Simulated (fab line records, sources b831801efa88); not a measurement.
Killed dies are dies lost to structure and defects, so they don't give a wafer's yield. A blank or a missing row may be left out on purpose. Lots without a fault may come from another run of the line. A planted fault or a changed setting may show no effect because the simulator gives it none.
fab line records | flow gf180mcu
record lots=5 wafers=15 last_day=34
route steps=602 shown CONTACT@287 M1@315
lots that met no fault: from a run of the same line without faults
start_h: hours from the record's first day to the start of the lot's first wafer shown | wait_h: hours since the lot's step before | " the same as in the row above | L1.1+2: a row that stands for several wafers | - no value, or no start given | * or withheld: withheld | < > ~ a bound
route shown NAME@n: a module of which the file shows steps, and the number in the route of the first | usual: mean/standard deviation of fault-free wafers | same: alike in all rows | chamber/n: place in a boat | sites: the reading at each site | _std_site: their standard deviation | _edge_site: outer sites' mean less inner sites' | radius_mm: how far each site lies from the wafer's centre | mask NAME#n: copy n | behind: the tool/chamber that last shaped the wafer | hold: why the lot was held/for how many hours/how that ended | device: the transistor (n, p or np) that didn't switch | end of line: the same wafers' tests at the end of the route | a step without rows: its recipe alone | killed: dies lost to structure and defects at the first sort, not the wafer's yield | map: a wafer's dies, x killed, . not, _ none there
set.NAME: the setting as run; set.NAME@STEP: as run at that earlier step | model.NAME: the simulator's own value behind a step, which no gauge read
lots at some steps of the route; a table a step, a row a wafer
services: from which hour (start_h, from the record's first day; less than 0 if before it) a tool's chamber was out of use, for how many hours, and why
## steps
# step GF_CONTACT_CVD_00
# recipe material=SiO2 target_thk_nm=300 sigma_open_frac=0.3 temp_c=400 time_s=50 sih4_flow_sccm=60 pressure_mtorr=6
# columns lot.wafer tool chamber start_h wait_h
L077.2+5+6 hdpcvd-02 1,2,1 363.07 0.1
L085.2+4+5 hdpcvd-02 2,2,1 436.53 0.1
L086.2+4+6 hdpcvd-01 0,2,1 443.17 0.1
L089.1+2+5 hdpcvd-02 1,0,1 468.76 0.1
L097.2+4+6 hdpcvd-01 2,1,2 543.02 0.1
# step GF_CONTACT_THK_MEAS_01
# recipe reads=SiO2_of_CONTACT_CVD_00
# usual CONTACT_CVD_00_THK=301/3
# columns lot.wafer tool chamber start_h wait_h CONTACT_CVD_00_THK[nm]
L077.2 film_metro-01 - 363.12 0.0 300
L077.5 " - " " 303
L077.6 " - " " 296
L085.2 film_metro-01 - 436.59 0.0 298
L085.4 " - " " 298
L085.5 " - " " 296
L086.2 film_metro-04 - 443.22 0.0 301
L086.4 " - " " 301
L086.6 " - " " 304
L089.1 film_metro-01 - 468.80 0.0 300
L089.2 " - " " 299
L089.5 " - " " 300
L097.2 film_metro-04 - 543.08 0.0 306
L097.4 " - " " 308
L097.6 " - " " 305
# step GF_CONTACT_CVD_02
# recipe material=SiO2 target_thk_nm=860 precursor=TEOS temp_c=400 time_s=95.992 rf_w=600
# usual heater_power_outer_w=349/44 heater_power_w=618/62
# columns lot.wafer tool chamber start_h wait_h heater_power_outer_w heater_power_w
L077.2 pecvd-01 1 363.17 0.0 326 547
L077.5 " 2 " " 306 535
L077.6 " 0 " " 362 631
L085.2 pecvd-01 0 436.64 0.0 381 654
L085.4 " 0 " " 404 694
L085.5 " 1 " " 392 649
L086.2 pecvd-04 0 443.27 0.0 349 633
L086.4 " 0 " " 243 507
L086.6 " 2 " " 390 760
L089.1 pecvd-04 0 468.86 0.1 331 611
L089.2 " 1 " " 295 555
L089.5 " 1 " " 339 615
L097.2 pecvd-01 0 543.13 0.0 407 680
L097.4 " 0 " " 300 543
L097.6 " 1 " " 302 530
# step GF_CONTACT_THK_MEAS_03
# recipe reads=SiO2_of_CONTACT_CVD_02
# usual CONTACT_CVD_02_THK=860/11
# columns lot.wafer tool chamber start_h wait_h CONTACT_CVD_02_THK[nm]
L077.2 film_metro-04 - 363.25 0.0 854
L077.5 " - " " 878
L077.6 " - " " 881
L085.2 film_metro-03 - 436.72 0.0 849
L085.4 " - " " 873
L085.5 " - " " 859
L086.2 film_metro-03 - 443.35 0.0 828
L086.4 " - " " 849
L086.6 " - " " 860
L089.1 film_metro-01 - 468.93 0.0 841
L089.2 " - " " 849
L089.5 " - " " 853
L097.2 film_metro-01 - 543.21 0.0 868
L097.4 " - " " 872
L097.6 " - " " 873
# step GF_CONTACT_CMP_04
# recipe material=SiO2 down_force_psi=4 platen_rpm=60 pad_velocity_m_s=0.94248
# usual motor_current_A=12.2/1 slurry_flow_ml_min=150.0/0.43 time_to_endpoint_s=106/6.4
# columns lot.wafer tool chamber start_h wait_h motor_current_A slurry_flow_ml_min time_to_endpoint_s
L077.2 cmp-02 0 363.35 0.1 13.0 150.4 103
L077.6 " 3 " " 13.6 150.2 105
L077.5 " 0 " " 12.9 150.3 111
L085.2 cmp-02 0 436.87 0.1 12.4 149.7 102
L085.4 " 1 " " 14.2 149.8 106
L085.5 " 3 " " 12.3 149.7 101
L086.2 cmp-01 2 443.40 0.0 12.6 150.3 101
L086.4 " 1 " " 10.7 150.6 103
L086.6 " 2 " " 13.1 150.5 111
L089.1 cmp-02 1 468.99 0.1 13.6 150.7 95
L089.2 " 0 " " 13.2 150.0 105
L089.5 " 1 " " 13.8 149.7 98
L097.4 cmp-01 3 543.36 0.1 11.6 150.5 115
L097.2 " 0 " " 11.7 149.9 106
L097.6 " 1 " " 10.9 150.1 114
# step GF_CONTACT_BOW_MEAS_05
# recipe mode=bow
# usual CONTACT_BOW=66/7.1
# columns lot.wafer tool chamber start_h wait_h CONTACT_BOW[um]
L077.2 film_metro-03 - 363.62 0.2 67
L077.5 " - " " 64
L077.6 " - " " 61
L085.2 film_metro-01 - 437.09 0.2 64
L085.4 " - " " 73
L085.5 " - " " 69
L086.2 film_metro-04 - 443.72 0.3 66
L086.4 " - " " 65
L086.6 " - " " 63
L089.1 film_metro-03 - 469.29 0.2 61
L089.2 " - " " 58
L089.5 " - " " 62
L097.2 film_metro-01 - 543.58 0.1 81
L097.4 " - " " 68
L097.6 " - " " 76
# step GF_CONTACT_DEHYDRATE_06
# recipe temp_c=200 time_s=60
# usual plate_temp_C=200.01/0.17 resist_line_temp_C=22.98/0.11
# columns lot.wafer tool chamber start_h wait_h plate_temp_C resist_line_temp_C
L077.2 litho_track-01 0 374.88 11.2 200.12 22.84
L077.5 " 0 " " 199.96 22.91
L077.6 " 0 " " 200.16 22.94
L085.2 litho_track-02 0 448.28 11.2 200.01 22.96
L085.4 " 0 " " 199.97 23.05
L085.5 " 0 " " 199.98 23.07
L086.2 litho_track-02 0 455.28 11.5 200.30 22.98
L086.4 " 0 " " 200.21 23.11
L086.6 " 0 " " 200.27 22.94
L089.1 litho_track-02 0 480.50 11.2 199.75 23.01
L089.2 " 0 " " 199.93 23.01
L089.5 " 0 " " 199.69 23.20
L097.2 litho_track-01 0 554.03 10.4 199.90 22.99
L097.4 " 0 " " 200.02 22.99
L097.6 " 0 " " 200.13 23.08
# step GF_CONTACT_HMDS_07
# recipe prime_time_s=60 prime_temp_c=120
# usual resist_line_temp_C=23.01/0.099
# columns lot.wafer tool chamber start_h wait_h resist_line_temp_C
L077.2 litho_track-01 0 375.03 0.1 22.91
L077.5 " 0 " " 22.99
L077.6 " 0 " " 23.05
L085.2 litho_track-02 0 448.43 0.1 22.92
L085.4 " 0 " " 22.95
L085.5 " 0 " " 22.90
L086.2 litho_track-02 0 455.43 0.1 23.11
L086.4 " 0 " " 22.96
L086.6 " 0 " " 22.98
L089.1 litho_track-02 0 480.65 0.1 23.21
L089.2 " 0 " " 23.23
L089.5 " 0 " " 22.99
L097.2 litho_track-01 0 554.18 0.1 23.12
L097.4 " 0 " " 22.93
L097.6 " 0 " " 23.07
# step GF_CONTACT_COAT_08
# recipe resist=BARC temp_c=withheld time_s=withheld spin_rpm=withheld resist_thk_nm=withheld
# usual resist_line_temp_C=*
# columns lot.wafer tool chamber start_h wait_h resist_line_temp_C
L077.2 litho_track-01 0 375.18 0.1 *
L077.5 " 0 " " *
L077.6 " 0 " " *
L085.2 litho_track-02 0 448.58 0.1 *
L085.4 " 0 " " *
L085.5 " 0 " " *
L086.2 litho_track-02 0 455.58 0.1 *
L086.4 " 0 " " *
L086.6 " 0 " " *
L089.1 litho_track-02 0 480.80 0.1 *
L089.2 " 0 " " *
L089.5 " 0 " " *
L097.2 litho_track-01 0 554.33 0.1 *
L097.4 " 0 " " *
L097.6 " 0 " " *
# step GF_CONTACT_COAT_09
# recipe resist=KrF spin_rpm=withheld resist_thk_nm=1000
# usual resist_line_temp_C=23.00/0.1
# columns lot.wafer tool chamber start_h wait_h resist_line_temp_C
L077.2 litho_track-01 0 - - 22.94
L077.5 " 0 " " 22.96
L077.6 " 0 " " 22.97
L085.2 litho_track-02 0 - - 23.10
L085.4 " 0 " " 23.00
L085.5 " 0 " " 22.90
L086.2 litho_track-02 0 - - 23.05
L086.4 " 0 " " 22.77
L086.6 " 0 " " 23.08
L089.1 litho_track-02 0 - - 23.01
L089.2 " 0 " " 23.02
L089.5 " 0 " " 23.13
L097.2 litho_track-01 0 - - 23.16
L097.4 " 0 " " 23.04
L097.6 " 0 " " 23.22
# step GF_CONTACT_SOFTBAKE_10
# recipe temp_c=130 time_s=60 resist=KrF
# usual plate_temp_C=130.03/0.13 resist_line_temp_C=22.99/0.11
# columns lot.wafer tool chamber start_h wait_h plate_temp_C resist_line_temp_C
L077.2 litho_track-01 0 - - 129.87 22.86
L077.5 " 0 " " 130.02 22.70
L077.6 " 0 " " 130.02 22.69
L085.2 litho_track-02 0 - - 130.09 22.95
L085.4 " 0 " " 130.03 23.03
L085.5 " 0 " " 130.20 22.90
L086.2 litho_track-02 0 - - 130.12 22.74
L086.4 " 0 " " 130.10 22.82
L086.6 " 0 " " 129.94 22.88
L089.1 litho_track-02 0 - - 129.91 23.03
L089.2 " 0 " " 129.84 22.94
L089.5 " 0 " " 129.95 22.88
L097.2 litho_track-01 0 - - 130.01 23.04
L097.4 " 0 " " 130.05 23.04
L097.6 " 0 " " 130.12 23.26
# step GF_CONTACT_EXPOSE_11
# recipe mask_id=Contact target_cd_nm=220 na=0.68 source_shape=conventional sigma_outer=0.6 dose_mj=38
# columns lot.wafer tool chamber start_h wait_h mask
L077.2+5+6 krf_scanner-01 0 - - Contact#0
L085.2+4+5 krf_scanner-02 0 - - Contact#0
L086.2+4+6 krf_scanner-01 0 - - Contact#0
L089.1+2+5 krf_scanner-01 0 - - Contact#0
L097.2+4+6 krf_scanner-01 0 - - Contact#0
# step GF_CONTACT_PEB_12
# recipe peb_temp_c=135 peb_time_s=90 resist=KrF
# usual plate_temp_C=135.00/0.14 resist_line_temp_C=23.01/0.12
# columns lot.wafer tool chamber start_h wait_h plate_temp_C resist_line_temp_C
L077.2 litho_track-02 0 - - 135.13 23.06
L077.5 " 0 " " 134.82 23.12
L077.6 " 0 " " 134.99 23.13
L085.2 litho_track-04 0 - - 134.85 22.85
L085.4 " 0 " " 134.90 22.92
L085.5 " 0 " " 135.09 23.05
L086.2 litho_track-02 0 - - 134.90 22.99
L086.4 " 0 " " 134.88 23.01
L086.6 " 0 " " 134.89 22.88
L089.1 litho_track-02 0 - - 134.93 22.88
L089.2 " 0 " " 134.85 23.17
L089.5 " 0 " " 134.96 22.93
L097.2 litho_track-02 0 - - 134.75 23.16
L097.4 " 0 " " 135.15 23.11
L097.6 " 0 " " 135.19 23.27
# step GF_CONTACT_DEVELOP_13
# recipe develop_time_s=60 resist=KrF dev_temp_c=21
# usual resist_line_temp_C=23.00/0.093
# same develop_time_s=60
# columns lot.wafer tool chamber start_h wait_h resist_line_temp_C
L077.2 litho_track-02 0 385.93 0.2 23.01
L077.5 " 0 " " 23.03
L077.6 " 0 " " 23.06
L085.2 litho_track-04 0 460.92 0.2 23.14
L085.4 " 0 " " 23.17
L085.5 " 0 " " 22.95
L086.2 litho_track-02 0 468.43 0.2 22.90
L086.4 " 0 " " 22.85
L086.6 " 0 " " 22.93
L089.1 litho_track-02 0 493.55 0.2 23.00
L089.2 " 0 " " 22.91
L089.5 " 0 " " 22.98
L097.2 litho_track-02 0 565.83 0.2 22.91
L097.4 " 0 " " 22.95
L097.6 " 0 " " 22.95
# step GF_CONTACT_CD_MEAS_14
# recipe target_cd_nm=220
# usual cd_nm=219.7/1.4
# columns lot.wafer tool chamber start_h wait_h cd_nm
L077.2 cd_sem-01 - 386.07 0.1 219.9
L077.5 " - " " 218.8
L077.6 " - " " 219.0
L085.2 cd_sem-02 - 461.07 0.1 222.5
L085.4 " - " " 221.2
L085.5 " - " " 221.4
L086.2 cd_sem-01 - 468.57 0.1 219.5
L086.4 " - " " 219.4
L086.6 " - " " 219.8
L089.1 cd_sem-01 - 493.70 0.1 220.4
L089.2 " - " " 220.2
L089.5 " - " " 222.0
L097.2 cd_sem-02 - 565.97 0.1 220.5
L097.4 " - " " 220.9
L097.6 " - " " 219.9
# step GF_CONTACT_OVL_MEAS_15
# usual CONTACT_OVL=0/5.8
# columns lot.wafer tool chamber start_h wait_h CONTACT_OVL[nm]
L077.2 overlay-02 - 386.18 0.1 2
L077.5 " - " " 2
L077.6 " - " " 2
L085.2 overlay-01 - 461.17 0.1 12
L085.4 " - " " 14
L085.5 " - " " 11
L086.2 overlay-02 - 468.68 0.1 2
L086.4 " - " " 6
L086.6 " - " " 7
L089.1 overlay-01 - 493.82 0.1 8
L089.2 " - " " 12
L089.5 " - " " 10
L097.2 overlay-02 - 566.08 0.1 1
L097.4 " - " " 6
L097.6 " - " " 9
# step GF_CONTACT_ETCH_16
# recipe chemistry=N2/H2 target_depth_a=withheld overetch_a=withheld time_s=withheld target=BARC ion_energy_ev=200 source_w=500 bias_w=100 pressure_mtorr=30 n2_flow_sccm=100 h2_flow_sccm=200
# usual drypump_motor_current_A=5.9/0.49 oes_product_au=0.854/0.0047 throttle_valve_pct=13.225/0.0084
# columns lot.wafer tool chamber start_h wait_h drypump_motor_current_A oes_product_au throttle_valve_pct
L077.2 rie_diel-02 2 386.21 0.0 5.0 0.847 13.231
L077.5 " 0 " " 6.4 0.850 13.224
L077.6 " 3 " " 6.2 0.858 13.233
L085.2 rie_diel-01 3 461.20 0.0 5.6 0.853 13.231
L085.4 " 2 " " 5.3 0.855 13.234
L085.5 " 0 " " 5.5 0.850 13.229
L086.2 rie_diel-01 3 468.71 0.0 5.6 0.842 13.226
L086.4 " 1 " " 6.3 0.850 13.218
L086.6 " 2 " " 5.2 0.845 13.227
L089.1 rie_diel-01 2 493.86 0.0 5.2 0.860 13.239
L089.2 " 0 " " 5.6 0.855 13.224
L089.5 " 0 " " 5.5 0.857 13.224
L097.2 rie_diel-01 2 566.11 0.0 5.3 0.857 13.213
L097.4 " 2 " " 5.3 0.854 13.225
L097.6 " 0 " " 5.5 0.861 13.219
# step GF_CONTACT_ETCH_17
# recipe chemistry=C4F8/O2/Ar mask_material=KrF target=SiO2 stop_on=CoSi2 source_w=1500 bias_w=1200 pressure_mtorr=40 c4f8_flow_sccm=withheld O2_flow_sccm=6 Ar_flow_sccm=300 time_s=withheld target_depth_a=8600
# usual oes_product_au=0.818/0.0044
# columns lot.wafer tool chamber start_h wait_h oes_product_au
L077.2 rie_diel-02 2 - - 0.819
L077.5 " 0 " " 0.814
L077.6 " 3 " " 0.812
L085.2 rie_diel-01 3 - - 0.809
L085.4 " 2 " " 0.818
L085.5 " 0 " " 0.822
L086.2 rie_diel-01 3 - - 0.818
L086.4 " 1 " " 0.813
L086.6 " 2 " " 0.822
L089.1 rie_diel-01 2 - - 0.818
L089.2 " 0 " " 0.822
L089.5 " 0 " " 0.819
L097.2 rie_diel-01 2 - - 0.821
L097.4 " 2 " " 0.824
L097.6 " 0 " " 0.817
# step GF_CONTACT_STRIP_18
# recipe chemistry=O2/N2 power_w=1400 pressure_mtorr=1500 platen_temp_c=250 o2_flow_sccm=3000 n2_flow_sccm=300 overash_fraction=0.5
# usual drypump_motor_current_A=5.5/0.35 heater_power_w=341/65 oes_product_au=0.581/0.005
# same overash_fraction=0.5
# columns lot.wafer tool chamber start_h wait_h drypump_motor_current_A heater_power_w oes_product_au rf_hours_counter_h
L077.2 plasma_asher-03 1 386.37 - 4.9 488 0.586 67
L077.5 " 0 " " 5.6 274 0.587 -
L077.6 " 1 " " 5.0 490 0.580 -
L085.2 plasma_asher-01 0 461.36 - 5.7 344 0.583 89
L085.4 " 1 " " 5.6 321 0.577 -
L085.5 " 0 " " 5.7 342 0.578 -
L086.2 plasma_asher-02 1 468.87 - 5.2 392 0.585 35
L086.4 " 0 " " 6.2 282 0.585 -
L086.6 " 1 " " 5.2 402 0.577 -
L089.1 plasma_asher-02 0 494.02 - 6.2 284 0.587 38
L089.2 " 1 " " 5.2 391 0.585 38
L089.5 " 0 " " 6.2 274 0.571 -
L097.2 plasma_asher-01 0 566.27 - 5.7 338 0.571 101
L097.4 " 0 " " 5.7 343 0.584 -
L097.6 " 0 " " 5.7 333 0.569 -
# step GF_CONTACT_CLEAN_19
# recipe chemistry=SPM
# columns lot.wafer tool chamber start_h wait_h
L077.2+5+6 wet_bench-04 0 386.47 0.1
L085.2+4+5 wet_bench-04 0 461.46 0.1
L086.2+4+6 wet_bench-04 0 468.97 0.1
L089.1+2+5 wet_bench-01 2 494.12 0.1
L097.2+4+6 wet_bench-04 0 566.37 0.1
# step GF_CONTACT_CLEAN_20
# recipe chemistry=DIW
# columns lot.wafer tool chamber start_h wait_h
L077.2+5+6 wet_bench-01 3 386.57 0.0
L085.2+4+5 wet_bench-02 0 461.56 0.0
L086.2+4+6 wet_bench-01 1 469.06 0.0
L089.1+2+5 wet_bench-02 0 494.21 0.0
L097.2+4+6 wet_bench-02 3 566.46 0.0
# step GF_CONTACT_CLEAN_21
# recipe chemistry=dHF time_s=20 dilution=100:1 dry=ipa_marangoni
# columns lot.wafer tool chamber start_h wait_h
L077.2+5+6 wet_bench-04 0 386.66 0.0
L085.2+4+5 wet_bench-04 0 461.66 0.0
L086.2+4+6 wet_bench-02 3 469.15 0.0
L089.1+2+5 wet_bench-01 0 494.30 0.0
L097.2+4+6 wet_bench-04 3 566.55 0.0
# step GF_CONTACT_SPUTTER_22
# recipe material=Ti target_thk_nm=15 chamber_pressure_pa=5 power_w=2500 substrate_temp_c=200 time_s=80.02
# usual cathode_dc_power_W=2500.0/0.44 chamber_pressure_pa=5.001/0.011 throttle_valve_pct=30.2/1.4
# columns lot.wafer tool chamber start_h wait_h cathode_dc_power_W chamber_pressure_pa throttle_valve_pct
L077.2 pvd_sputter-01 - 386.68 0.0 2499.4 4.994 32.2
L077.5 " - " " 2500.3 4.989 29.4
L077.6 " - " " 2500.8 4.986 29.5
L085.2 pvd_sputter-01 - 461.68 0.0 2499.6 5.024 32.0
L085.4 " - " " 2499.8 5.011 29.3
L085.5 " - " " 2499.5 4.985 31.2
L086.2 pvd_sputter-01 - 469.17 0.0 2499.8 4.990 29.2
L086.4 " - " " 2500.7 5.004 29.5
L086.6 " - " " 2500.0 4.993 29.3
L089.1 pvd_sputter-04 - 494.32 0.0 2500.1 4.999 29.0
L089.2 " - " " 2499.6 4.988 28.9
L089.5 " - " " 2500.0 4.967 29.1
L097.2 pvd_sputter-02 - 566.57 0.0 2500.5 5.007 31.8
L097.4 " - " " 2499.8 4.993 31.9
L097.6 " - " " 2499.4 4.998 31.7
# step GF_CONTACT_SPUTTER_23
# recipe material=TiN target_thk_nm=10 chamber_pressure_pa=5 power_w=4000 time_s=40
# usual cathode_dc_power_W=4000.0/0.71 chamber_pressure_pa=5.000/0.01 throttle_valve_pct=30.2/1.5
# columns lot.wafer tool chamber start_h wait_h cathode_dc_power_W chamber_pressure_pa throttle_valve_pct
L077.2 pvd_sputter-01 - 386.74 0.0 3998.9 5.001 32.0
L077.5 " - " " 3999.9 4.999 29.5
L077.6 " - " " 3999.4 5.002 29.3
L085.2 pvd_sputter-01 - 461.74 0.0 3999.3 4.998 32.2
L085.4 " - " " 4001.4 4.994 29.5
L085.5 " - " " 4000.7 5.010 31.3
L086.2 pvd_sputter-01 - 469.23 0.0 3999.7 5.002 29.3
L086.4 " - " " 4000.6 5.014 29.3
L086.6 " - " " 4001.1 5.007 29.4
L089.1 pvd_sputter-04 - 494.38 0.0 3999.1 4.984 28.7
L089.2 " - " " 4000.3 5.014 29.0
L089.5 " - " " 4000.1 4.995 29.8
L097.2 pvd_sputter-02 - 566.63 0.0 3998.6 5.013 31.7
L097.4 " - " " 4000.6 4.997 32.2
L097.6 " - " " 4000.9 4.997 32.0
# step GF_CONTACT_CVD_24
# recipe material=W target_thk_nm=300 time_s=90.339 temp_c=400 pressure_torr=40
# usual heater_power_outer_w=474/24 heater_power_w=787/45
# columns lot.wafer tool chamber start_h wait_h heater_power_outer_w heater_power_w
L077.2 cvd_w-02 0 386.78 0.0 481 836
L077.5 " 1 " " 509 849
L077.6 " 0 " " 494 817
L085.2 cvd_w-01 0 461.78 0.0 468 745
L085.4 " 0 " " 485 748
L085.5 " 0 " " 475 737
L086.2 cvd_w-01 0 469.27 0.0 488 763
L086.4 " 0 " " 489 747
L086.6 " 0 " " 487 756
L089.1 cvd_w-02 0 494.42 0.0 423 731
L089.2 " 1 " " 491 823
L089.5 " 1 " " 478 818
L097.2 cvd_w-01 1 566.67 0.0 471 849
L097.4 " 1 " " 459 826
L097.6 " 0 " " 491 758
# step GF_CONTACT_RS_MEAS_25
# recipe thk_meas_gauge=four-point-probe reads=W_of_CONTACT_CVD_24+TiN_of_CONTACT_SPUTTER_23+Ti_of_CONTACT_SPUTTER_22
# usual CONTACT_W_RS=0.381/0.0042
# columns lot.wafer tool chamber start_h wait_h CONTACT_W_RS[ohm/sq]
L077.2 film_metro-03 - 386.90 0.1 0.383
L077.5 " - " " 0.384
L077.6 " - " " 0.388
L085.2 film_metro-04 - 461.90 0.1 0.373
L085.4 " - " " 0.374
L085.5 " - " " 0.375
L086.2 film_metro-01 - 469.39 0.1 0.380
L086.4 " - " " 0.373
L086.6 " - " " 0.378
L089.1 film_metro-01 - 494.52 0.1 0.385
L089.2 " - " " 0.386
L089.5 " - " " 0.387
L097.2 film_metro-04 - 566.79 0.1 0.380
L097.4 " - " " 0.383
L097.6 " - " " 0.375
# step GF_CONTACT_THK_MEAS_26
# recipe thk_meas_gauge=xrf reads=W_of_CONTACT_CVD_24
# usual CONTACT_W_THK=309/4.3
# columns lot.wafer tool chamber start_h wait_h CONTACT_W_THK[nm]
L077.2 film_metro-03 - 387.01 0.1 308
L077.5 " - " " 307
L077.6 " - " " 303
L085.2 film_metro-04 - 462.01 0.1 317
L085.4 " - " " 315
L085.5 " - " " 312
L086.2 film_metro-01 - 469.50 0.1 311
L086.4 " - " " 316
L086.6 " - " " 311
L089.1 film_metro-01 - 494.64 0.1 310
L089.2 " - " " 309
L089.5 " - " " 305
L097.2 film_metro-04 - 566.90 0.1 308
L097.4 " - " " 303
L097.6 " - " " 313
# step GF_CONTACT_CMP_27
# recipe stop_on=SiO2 down_force_psi=3.5 platen_rpm=60 t_overpolish_s=15 target_thk_nm=0 pad_velocity_m_s=0.94248
# usual motor_current_A=11.1/0.8 overpolish_run_s=14.999/0.0087 slurry_flow_ml_min=150.0/0.46 time_to_endpoint_s=71/3.9
# columns lot.wafer tool chamber start_h wait_h motor_current_A overpolish_run_s slurry_flow_ml_min time_to_endpoint_s
L077.2 cmp-01 0 387.08 0.1 10.8 14.999 150.5 67
L077.6 " 0 " " 11.5 15.002 150.1 69
L077.5 " 1 " " 9.7 14.997 149.6 75
L085.2 cmp-02 2 462.06 0.0 10.5 15.018 150.0 65
L085.4 " 3 " " 12.0 15.002 149.6 67
L085.5 " 2 " " 10.2 15.004 150.2 66
L086.2 cmp-01 3 469.60 0.1 10.6 15.001 150.3 72
L086.4 " 0 " " 11.4 14.995 149.0 74
L086.6 " 2 " " 11.0 14.984 150.5 79
L089.2 cmp-02 2 494.80 0.1 10.2 15.005 150.2 68
L089.1 " 3 " " 11.3 15.007 149.0 71
L089.5 " 1 " " 12.7 14.986 149.9 70
L097.2 cmp-02 1 567.05 0.1 12.5 15.001 150.2 76
L097.4 " 2 " " 9.8 14.999 150.6 69
L097.6 " 3 " " 11.5 15.005 149.6 76
# step GF_M1_SPUTTER_00
# recipe material=Ti target_thk_nm=37.5 arriving_ion_energy_ev=80 substrate_temp_c=200 chamber_pressure_pa=2 power_w=4000 time_s=150
# usual cathode_dc_power_W=4000.0/0.72 chamber_pressure_pa=2.000/0.0043 throttle_valve_pct=29.8/1.2
# columns lot.wafer tool chamber start_h wait_h cathode_dc_power_W chamber_pressure_pa throttle_valve_pct
L077.2 pvd_sputter-03 - 387.38 0.2 3999.4 2.000 28.5
L077.5 " - " " 3999.1 2.005 29.3
L077.6 " - " " 3999.8 1.997 30.8
L085.2 pvd_sputter-04 - 462.36 0.2 3999.7 2.001 30.0
L085.4 " - " " 3999.8 1.998 29.1
L085.5 " - " " 3999.4 2.000 29.0
L086.2 pvd_sputter-03 - 469.85 0.2 3999.6 2.000 30.7
L086.4 " - " " 3999.3 2.009 28.9
L086.6 " - " " 4000.9 1.994 30.2
L089.1 pvd_sputter-02 - 495.00 0.1 4000.3 1.994 31.6
L089.2 " - " " 3999.2 1.998 32.0
L089.5 " - " " 4000.2 1.992 31.9
L097.2 pvd_sputter-03 - 567.25 0.1 3999.4 2.007 30.0
L097.4 " - " " 4001.6 1.995 29.3
L097.6 " - " " 4000.0 1.998 28.8
# step GF_M1_SPUTTER_01
# recipe material=TiN target_thk_nm=30 power_w=6500 time_s=25 chamber_pressure_pa=0.3918
# usual cathode_dc_power_W=6500.0/1.3 chamber_pressure_pa=0.3918/0.00073 throttle_valve_pct=29.8/1.1
# columns lot.wafer tool chamber start_h wait_h cathode_dc_power_W chamber_pressure_pa throttle_valve_pct
L077.2 pvd_sputter-03 - 387.48 0.1 6500.9 0.3930 28.7
L077.5 " - " " 6501.2 0.3914 29.5
L077.6 " - " " 6498.5 0.3922 30.4
L085.2 pvd_sputter-04 - 462.46 0.1 6500.2 0.3915 30.4
L085.4 " - " " 6497.4 0.3907 28.7
L085.5 " - " " 6501.0 0.3915 29.0
L086.2 pvd_sputter-03 - 469.95 0.1 6498.8 0.3920 30.6
L086.4 " - " " 6498.2 0.3904 28.8
L086.6 " - " " 6499.5 0.3910 30.1
L089.1 pvd_sputter-02 - 495.10 0.1 6499.2 0.3915 31.7
L089.2 " - " " 6500.2 0.3900 31.8
L089.5 " - " " 6500.5 0.3915 31.7
L097.2 pvd_sputter-03 - 567.35 0.1 6499.6 0.3921 30.0
L097.4 " - " " 6496.4 0.3918 29.4
L097.6 " - " " 6498.4 0.3918 28.8
# step GF_M1_SPUTTER_02
# recipe material=AlCu target_thk_nm=450 power_w=10600 time_s=23.9 chamber_pressure_pa=0.4
# usual cathode_dc_power_W=10600/2.1 chamber_pressure_pa=0.4000/0.00072 throttle_valve_pct=29.9/1.1
# columns lot.wafer tool chamber start_h wait_h cathode_dc_power_W chamber_pressure_pa throttle_valve_pct
L077.2 pvd_sputter-03 - 387.51 0.0 10601 0.3999 28.8
L077.5 " - " " 10598 0.3998 29.4
L077.6 " - " " 10600 0.4003 30.5
L085.2 pvd_sputter-04 - 462.49 0.0 10598 0.3997 30.2
L085.4 " - " " 10604 0.4004 28.8
L085.5 " - " " 10598 0.4003 29.0
L086.2 pvd_sputter-03 - 469.98 0.0 10597 0.4009 30.4
L086.4 " - " " 10598 0.4003 28.9
L086.6 " - " " 10600 0.4007 30.4
L089.1 pvd_sputter-02 - 495.13 0.0 10598 0.4001 31.9
L089.2 " - " " 10599 0.4000 32.0
L089.5 " - " " 10603 0.3998 31.6
L097.2 pvd_sputter-03 - 567.38 0.0 10597 0.4012 30.2
L097.4 " - " " 10604 0.3995 29.7
L097.6 " - " " 10600 0.4001 28.7
# step GF_M1_SPUTTER_03
# recipe material=Ti target_thk_nm=10 substrate_temp_c=300 chamber_pressure_pa=0.3 power_w=3000 time_s=6.7
# usual cathode_dc_power_W=3000.0/0.56 chamber_pressure_pa=0.3000/0.00064 throttle_valve_pct=29.8/1.1
# columns lot.wafer tool chamber start_h wait_h cathode_dc_power_W chamber_pressure_pa throttle_valve_pct
L077.2 pvd_sputter-03 - 387.54 0.0 2999.9 0.2993 28.8
L077.5 " - " " 3000.4 0.2996 29.5
L077.6 " - " " 3000.0 0.3006 30.6
L085.2 pvd_sputter-04 - 462.52 0.0 2999.0 0.2991 30.1
L085.4 " - " " 2999.8 0.2993 29.2
L085.5 " - " " 2999.9 0.2996 29.1
L086.2 pvd_sputter-03 - 470.01 0.0 3000.6 0.3009 30.6
L086.4 " - " " 3000.8 0.2998 29.0
L086.6 " - " " 2999.7 0.3010 30.2
L089.1 pvd_sputter-02 - 495.16 0.0 2999.7 0.2996 31.5
L089.2 " - " " 2999.0 0.3005 31.9
L089.5 " - " " 3000.5 0.3000 31.5
L097.2 pvd_sputter-03 - 567.41 0.0 3000.4 0.3000 30.0
L097.4 " - " " 2999.6 0.3009 29.5
L097.6 " - " " 2999.8 0.3003 29.0
## services
# columns tool chamber start_h hours kind
pvd_sputter-04 - 342.45 6.6 repair
pvd_sputter-02 - 345.60 19.6 repair
rie_diel-01 - 348.81 1.2 repair
pvd_sputter-04 - 349.37 8.1 repair
wet_bench-02 - 362.71 56.3 pm
krf_scanner-01 - 362.94 0.8 pm
wet_bench-01 - 373.13 4.4 pm
cmp-02 - 374.63 8.7 repair
pvd_sputter-04 - 379.39 1.8 repair
cmp-01 - 393.35 3.1 pm
cmp-02 - 393.91 2.8 repair
pvd_sputter-01 - 397.23 3.1 repair
krf_scanner-01 - 400.73 1.0 pm
cmp-01 - 404.48 4.0 pm
pvd_sputter-01 - 409.27 2.7 repair
pvd_sputter-04 - 425.27 1.0 repair
wet_bench-04 - 428.25 3.2 repair
rie_diel-01 3 473.61 12.2 repair
pvd_sputter-03 - 494.08 28.4 repair
rie_diel-01 3 510.87 4.7 repair
pvd_sputter-04 - 513.52 12.6 repair
cmp-02 - 515.23 16.2 pm
cmp-02 - 532.15 1.1 repair
rie_diel-01 1 558.42 36.9 repair
## key
fault none
